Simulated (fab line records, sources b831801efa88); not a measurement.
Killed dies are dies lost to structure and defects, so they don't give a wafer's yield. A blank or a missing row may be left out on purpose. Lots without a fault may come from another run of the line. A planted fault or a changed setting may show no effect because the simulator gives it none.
Problem report in the 8D (eight disciplines) form, filled by code | flow sfq_line | the parts of the form that need people (team, actions taken, sign-off) are left out

1. THE PROBLEM
M3_NB_RS at SFQ_M3_RS_MEAS_919 reads a mean of 0.518 ohm/sq on 2 wafers of 2 lots; wafers without a fault read 0.892 ohm/sq with a standard deviation of 0.011. That is -34 standard deviations from the usual mean.
The step: measures by four-point-probe.
First seen on wafer L576.1, day 32 01:13, on film_metro-03. The record holds 42 wafers of 14 lots with a number at this step. Rule for "out", or "out of limits": more than 4 standard deviations from the usual mean. The other wafers with a number count as sound.

2. WHAT IT IS AND WHAT IT IS NOT
question                    | is                           | is not
which readings at this step | M3_NB_RS                     | -
which lots                  | L576, L579                   | L567, L570, L571, L572, L573, L575, L577, L578, L580, L581, L589, L590
which wafers of those lots  | L576.1, L579.3               | L576.3, L576.6, L579.2, L579.6
read on which gauges        | film_metro-02, film_metro-03 | film_metro-01
when                        | from day 32 01:13            | up to then (20 sound wafers); but 20 sound wafers of L577, L578, L579, L580, L581, L589, L590 came after

3. SUSPECTS, AND WHAT RULES EACH OUT
Counting: a tool at a process step up to the reading stays a suspect if it ran every lot that is out. Sound lots after the first of them don't rule it out here, since some wafers of a struck lot are sound.
- the gauge at SFQ_M3_RS_MEAS_919: ruled out. The wafers that are out were read on 2 gauges (film_metro-02, film_metro-03).
- rie_diel-01 at SFQ_TRILAYER_I1_VIA_BARC_OPEN_VIA_ETCH_071 (etches BARC in O2, target depth 125 nm, time 41.7 s): kept. It ran every lot that is out, first L576 (day 20 13:34); its last sound lot up to then is L575 (day 19 20:50).
- rie_metal-01 at SFQ_TRILAYER_I1_VIA_STRIP_STRIP_053 (strips in O2): kept. It ran every lot that is out, first L576 (day 20 13:43); its last sound lot up to then is L572 (day 19 05:35).
- pvd_sputter-06 at SFQ_TRILAYER_M3_DEP_SPUTTER_073 (material Nb, target thk 200 nm, time 133.3 s): kept. It ran every lot that is out, first L576 (day 32 01:08); its last sound lot up to then is L573 (day 26 09:23).
Left after counting: rie_diel-01 at SFQ_TRILAYER_I1_VIA_BARC_OPEN_VIA_ETCH_071, rie_metal-01 at SFQ_TRILAYER_I1_VIA_STRIP_STRIP_053, pvd_sputter-06 at SFQ_TRILAYER_M3_DEP_SPUTTER_073.

4. THE CAUSE (what the simulator had put in)
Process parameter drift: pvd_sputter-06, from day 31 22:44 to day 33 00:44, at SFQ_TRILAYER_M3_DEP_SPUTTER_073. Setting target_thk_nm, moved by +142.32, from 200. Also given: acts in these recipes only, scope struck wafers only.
Counting left 3 suspects, and this tool is among them.

5. THE CHAIN OF EFFECTS, in route order
Each row: a reading whose mean over the struck wafers that have a number lies more than 3 standard deviations from the usual. Only readings for which the record gives a usual standard deviation are gone through. hours: the time from each lot's start at the first step in this table that gives one to its start at this step, as a median over the lots. sigmas: the change in usual standard deviations.
hours | step                                | reading        | usual        | on struck wafers | change | sigmas
0     | SFQ_M3_RS_MEAS_919                  | M3_NB_RS       | 0.892 ohm/sq | 0.518            | -0.374 | -34
149   | SFQ_TRILAYER_M3_ETCH_METAL_ETCH_078 | oes_product_au | 0.893 a.u.   | 1.002            | +0.109 | +15
The process steps in it:
- SFQ_TRILAYER_M3_ETCH_METAL_ETCH_078: etches Nb in Cl2/Ar, stops on SiO2, target depth 240 nm, time 120 s.

6. WHAT WOULD HAVE CAUGHT IT SOONER
In this record the first reading out of limits at a measuring or inspecting step was taken at day 32 01:13, 2 hours after the fault began at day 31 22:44.
Of the tool readings at SFQ_TRILAYER_M3_DEP_SPUTTER_073 for which the record gives a usual standard deviation, none was out on any struck wafer, so an alarm limit of 4 standard deviations on them would not have fired.
Of the lots that are out (2), L579 began SFQ_TRILAYER_M3_DEP_SPUTTER_073 on pvd_sputter-06 after day 32 01:13. A hold on the tool at that time would have spared it.
